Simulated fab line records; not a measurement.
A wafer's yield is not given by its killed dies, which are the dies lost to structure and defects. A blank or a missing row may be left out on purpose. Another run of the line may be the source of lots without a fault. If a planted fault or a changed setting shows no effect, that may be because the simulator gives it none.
What tool caused it? | flow sky130 | Sampling: 10 lots, 30 wafers, 6 of 708 route steps

WHAT THE GAUGES SHOWED, per wafer
SKY_VIA3_RS_MEAS_22: uses a four-point probe to measure. Usual: VIA3_W_RS 0.295 ohm/sq, standard deviation 0.0031.
lot  | measured     | on            | VIA3_W_RS (ohm/sq) | flag
L311 | day 40 17:07 | film metro-04 | 0.293 0.298 0.292  |
L314 | day 41 11:52 | film metro-02 | 0.298 0.294 0.296  |
L319 | day 43 11:49 | film metro-04 | 0.293 0.297 0.298  |
L323 | day 44 17:01 | film metro-01 | 0.301 0.293 0.298  |
L325 | day 45 09:38 | film metro-04 | 0.301 0.298 0.298  |
L326 | day 45 20:37 | film metro-04 | 0.290 0.293 0.293  |
L327 | day 46 01:41 | film metro-04 | 0.301 0.294 0.297  |
L328 | day 46 08:14 | film metro-04 | 0.296 0.298 0.295  |
L329 | day 46 09:00 | film metro-02 | 0.295 0.297 0.296  |
L332 | day 46 17:11 | film metro-01 | 0.296 0.293 0.293  |

SKY_METAL5_RS_MEAS_05: uses a four-point probe to measure. Usual: METAL5_ALCU_RS 0.0272 ohm/sq, standard deviation 0.00031.
lot  | measured     | on            | METAL5_ALCU_RS (ohm/sq) | flag
L311 | day 43 21:28 | film metro-02 | 0.0268 0.0273 0.0272    |
L314 | day 44 14:00 | film metro-03 | 0.0275 0.0272 0.0272    |
L319 | day 46 10:03 | film metro-02 | 0.0265 0.0264 0.0266    |
L323 | day 47 13:13 | film metro-03 | 0.0271 0.0270 0.0274    |
L325 | day 48 03:18 | film metro-04 | 0.0277 0.0274 0.0276    |
L326 | day 48 14:23 | film metro-03 | 0.0272 0.0272 0.0262    |
L327 | day 48 17:32 | film metro-03 | 0.0276 0.0273 0.0260    |
L328 | day 49 00:34 | film metro-03 | 0.0278 0.0277 0.0274    |
L329 | day 49 01:36 | film metro-03 | 0.0268 0.0273 0.0259    |
L332 | day 49 08:44 | film metro-03 | 0.0276 0.0277 0.0278    |

SKY_METAL5_THK_MEAS_06: measures by xrf. Usual: METAL5_ALCU_THK 1144 nm, standard deviation 15.
lot  | measured     | on            | METAL5_ALCU_THK (nm) | flag
L311 | day 43 21:35 | film metro-02 | 1164 1135 1154       |
L314 | day 44 14:07 | film metro-03 | 1126 1137 1129       |
L319 | day 46 10:09 | film metro-02 | 1172 1183 1169       |
L323 | day 47 13:19 | film metro-03 | 1153 1150 1139       |
L325 | day 48 03:25 | film metro-04 | 1127 1137 1131       |
L326 | day 48 14:30 | film metro-03 | 1141 1143 1196       |
L327 | day 48 17:39 | film metro-03 | 1118 1132 1186       |
L328 | day 49 00:41 | film metro-03 | 1111 1118 1132       |
L329 | day 49 01:43 | film metro-03 | 1160 1131 1189       |
L332 | day 49 08:50 | film metro-03 | 1122 1122 1115       |

EACH LOT AND THE TOOL THAT RAN IT (in order: tool; ch and the chambers of the sampled wafers; start)
lot  | SKY_VIA3_CVD_21               | SKY_METAL4_SPUTTER_02        | SKY_METAL5_SPUTTER_02
L311 | cvd w-01 ch 0,1, day 40 17:00 | pvd sputter-01, day 40 17:39 | pvd sputter-03, day 43 21:21
L314 | cvd w-01 ch 0,1, day 41 11:45 | pvd sputter-01, day 41 12:24 | pvd sputter-04, day 44 13:53
L319 | cvd w-02 ch 0,1, day 43 11:42 | pvd sputter-01, day 43 12:28 | pvd sputter-03, day 46 09:54
L323 | cvd w-02 ch 0,1, day 44 16:53 | pvd sputter-03, day 44 17:29 | pvd sputter-04, day 47 13:04
L325 | cvd w-02 ch 0, day 45 09:30   | pvd sputter-01, day 45 10:09 | pvd sputter-02, day 48 03:10
L326 | cvd w-02 ch 0,1, day 45 20:29 | pvd sputter-01, day 45 21:08 | pvd sputter-04, day 48 14:16
L327 | cvd w-02 ch 0,1, day 46 01:33 | pvd sputter-01, day 46 02:13 | pvd sputter-04, day 48 17:25
L328 | cvd w-01 ch 1, day 46 07:59   | pvd sputter-04, day 46 08:46 | pvd sputter-02, day 49 00:27
L329 | cvd w-02 ch 1, day 46 08:51   | pvd sputter-03, day 46 09:36 | pvd sputter-04, day 49 01:28
L332 | cvd w-01 ch 1, day 46 16:49   | pvd sputter-04, day 46 17:41 | pvd sputter-02, day 49 08:36
- SKY_VIA3_CVD_21: deposits W, target thk 390 nm, time 117.31 s.
- SKY_METAL4_SPUTTER_02: material AlCu, target thk 735 nm, time 39.1 s.
- SKY_METAL5_SPUTTER_02: material AlCu, target thk 1150 nm, time 61.2 s.

AS READ BY THE TOOLS THEMSELVES (means over the sampled wafers that have a number; for cases with no such wafer, the mark the record gives instead)
SKY_VIA3_CVD_21. Usual: heater power w 775 W, standard deviation 36; susceptor temp C 400.02 C, standard deviation 0.21.
lot  | tool     | heater power w (W) | susceptor temp C (C) | flag
L311 | cvd w-01 | 751                | 399.90               |
L314 | cvd w-01 | 769                | 399.90               |
L319 | cvd w-02 | 769                | 399.87               |
L323 | cvd w-02 | 760                | 400.15               |
L325 | cvd w-02 | 737                | 400.03               |
L326 | cvd w-02 | 777                | 400.34               |
L327 | cvd w-02 | 766                | 399.90               |
L328 | cvd w-01 | 807                | 399.93               |
L329 | cvd w-02 | 793                | 400.00               |
L332 | cvd w-01 | 812                | 399.80               |

SKY_METAL4_SPUTTER_02. Usual: cathode dc power W 10600 W, standard deviation 2.1; chamber pressure pa 0.4000 Pa, standard deviation 0.00073; throttle valve pct 29.9 %, standard deviation 0.93.
lot  | tool           | cathode dc power W (W) | chamber pressure pa (Pa) | throttle valve pct (%) | flag
L311 | pvd sputter-01 | 10600                  | 0.3999                   | 30.3                   |
L314 | pvd sputter-01 | 10600                  | 0.3997                   | 29.8                   |
L319 | pvd sputter-01 | 10600                  | 0.3989                   | 30.3                   |
L323 | pvd sputter-03 | 10601                  | 0.4003                   | 28.7                   |
L325 | pvd sputter-01 | 10598                  | 0.4004                   | 29.7                   |
L326 | pvd sputter-01 | 10599                  | 0.4009                   | 29.5                   |
L327 | pvd sputter-01 | 10600                  | 0.3999                   | 30.0                   |
L328 | pvd sputter-04 | 10600                  | 0.3998                   | 29.9                   |
L329 | pvd sputter-03 | 10600                  | 0.3998                   | 29.8                   |
L332 | pvd sputter-04 | 10601                  | 0.3997                   | 29.9                   |

SKY_METAL5_SPUTTER_02. Usual: cathode dc power W 10600 W, standard deviation 1.7; chamber pressure pa 0.3999 Pa, standard deviation 0.00077; throttle valve pct 30.0 %, standard deviation 1.
lot  | tool           | cathode dc power W (W) | chamber pressure pa (Pa) | throttle valve pct (%) | flag
L311 | pvd sputter-03 | 10600                  | 0.3996                   | 29.9                   |
L314 | pvd sputter-04 | 10601                  | 0.4003                   | 30.0                   |
L319 | pvd sputter-03 | 10600                  | 0.4000                   | 28.9                   |
L323 | pvd sputter-04 | 10600                  | 0.3992                   | 29.8                   |
L325 | pvd sputter-02 | 10601                  | 0.4003                   | 30.4                   |
L326 | pvd sputter-04 | 10599                  | 0.3996                   | 30.4                   |
L327 | pvd sputter-04 | 10598                  | 0.4001                   | 30.4                   |
L328 | pvd sputter-02 | 10599                  | 0.4002                   | 30.2                   |
L329 | pvd sputter-04 | 10600                  | 0.3999                   | 29.7                   |
L332 | pvd sputter-02 | 10600                  | 0.4001                   | 28.7                   |

THE ANSWER, worked out from the rows above alone
Rule: a lot counts as off when the mean over its wafers that have a number is more than 3 standard deviations away from the usual mean. A lot without any number at a reading at which 4 lots or more have one is off too. Where the step has rows for the other lots, those lots are counted as sound. The gauges are gone through in route order, then the tools' own readings, and for those a lot's mean is taken as printed above. The first step at which some lot is off is used, and at that step the reading that is off furthest; a lot without a number counts as furthest.
Nothing can be told from this: no lot is off at any reading shown.

WHAT WAS PUT IN BY THE SIMULATOR
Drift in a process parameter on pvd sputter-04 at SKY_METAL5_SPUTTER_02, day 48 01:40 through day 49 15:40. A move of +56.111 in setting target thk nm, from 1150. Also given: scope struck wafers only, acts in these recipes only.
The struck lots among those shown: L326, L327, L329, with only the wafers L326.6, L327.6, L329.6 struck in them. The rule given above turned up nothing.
